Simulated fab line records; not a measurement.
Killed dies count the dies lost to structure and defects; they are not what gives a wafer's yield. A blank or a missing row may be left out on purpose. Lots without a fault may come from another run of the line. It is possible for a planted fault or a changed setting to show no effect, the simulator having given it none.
Matching of chambers :: flow sky130 :: 4 sister chambers for SKY_CONTACT_ETCH_16 on rie_diel-03
The step etches BARC in N2/H2, stops on SiO2, time 45.9 s, target depth 60 nm. 8 wafers are shown with their chamber, then 8 later ones without.

## WAFERS PAIRED WITH THEIR CHAMBERS
wafer: L082.5
chamber: 3
oes_product_au (a.u.): 0.855
throttle_valve_pct (%): 13.235

wafer: L091.2
chamber: 2
oes_product_au (a.u.): 0.856
throttle_valve_pct (%): 13.228

wafer: L091.4
chamber: 1
oes_product_au (a.u.): 0.853
throttle_valve_pct (%): 13.215

wafer: L091.6
chamber: 2
oes_product_au (a.u.): 0.858
throttle_valve_pct (%): 13.223

wafer: L092.1
chamber: 3
oes_product_au (a.u.): 0.860
throttle_valve_pct (%): 13.228

wafer: L092.4
chamber: 0
oes_product_au (a.u.): 0.855
throttle_valve_pct (%): 13.205

wafer: L092.5
chamber: 1
oes_product_au (a.u.): 0.847
throttle_valve_pct (%): 13.224

wafer: L094.1
chamber: 0
oes_product_au (a.u.): 0.850
throttle_valve_pct (%): 13.227

## WAFERS WHOSE CHAMBER IS MISSING
wafer: L094.4
oes_product_au (a.u.): 0.867
throttle_valve_pct (%): 13.222

wafer: L094.5
oes_product_au (a.u.): 0.854
throttle_valve_pct (%): 13.238

wafer: L095.2
oes_product_au (a.u.): 0.858
throttle_valve_pct (%): 13.228

wafer: L095.4
oes_product_au (a.u.): 0.859
throttle_valve_pct (%): 13.223

wafer: L095.5
oes_product_au (a.u.): 0.856
throttle_valve_pct (%): 13.213

wafer: L096.1
oes_product_au (a.u.): 0.853
throttle_valve_pct (%): 13.234

wafer: L096.2
oes_product_au (a.u.): 0.861
throttle_valve_pct (%): 13.234

wafer: L096.3
oes_product_au (a.u.): 0.852
throttle_valve_pct (%): 13.222

## WHICH CHAMBER EACH ONE RAN IN
wafer: L094.4
from the rows above: can't be placed: 2 or 3 or 0
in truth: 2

wafer: L094.5
from the rows above: can't be placed: 3 or 2 or 1 or 0
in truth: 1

wafer: L095.2
from the rows above: can't be placed: 2 or 3 or 0
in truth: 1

wafer: L095.4
from the rows above: can't be placed: 2 or 3 or 0
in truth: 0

wafer: L095.5
from the rows above: can't be placed: 0 or 2 or 1 or 3
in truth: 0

wafer: L096.1
from the rows above: can't be placed: 3 or 2 or 1 or 0
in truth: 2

wafer: L096.2
from the rows above: can't be placed: 3 or 2
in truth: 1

wafer: L096.3
from the rows above: can't be placed: 1 or 0 or 2 or 3
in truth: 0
0 of 8 placed correctly. Cannot be placed on the basis of these rows: 8; the candidates contain the true chamber in 6. Number placed wrongly: 0.
How it was worked out, from the rows above alone: a wafer's distance from a chamber is the root of the sum, over the readings, of the square of ((its reading less the chamber's mean) divided by the reading's scatter). The wafer belongs to the nearest chamber; if the next one is less than 2 further off, it can't be placed. A chamber's mean is the mean of its shown wafers. The scatter: the root of (the sum of the squares of (reading less its chamber's mean) over the shown wafers, divided by (wafers less chambers)).
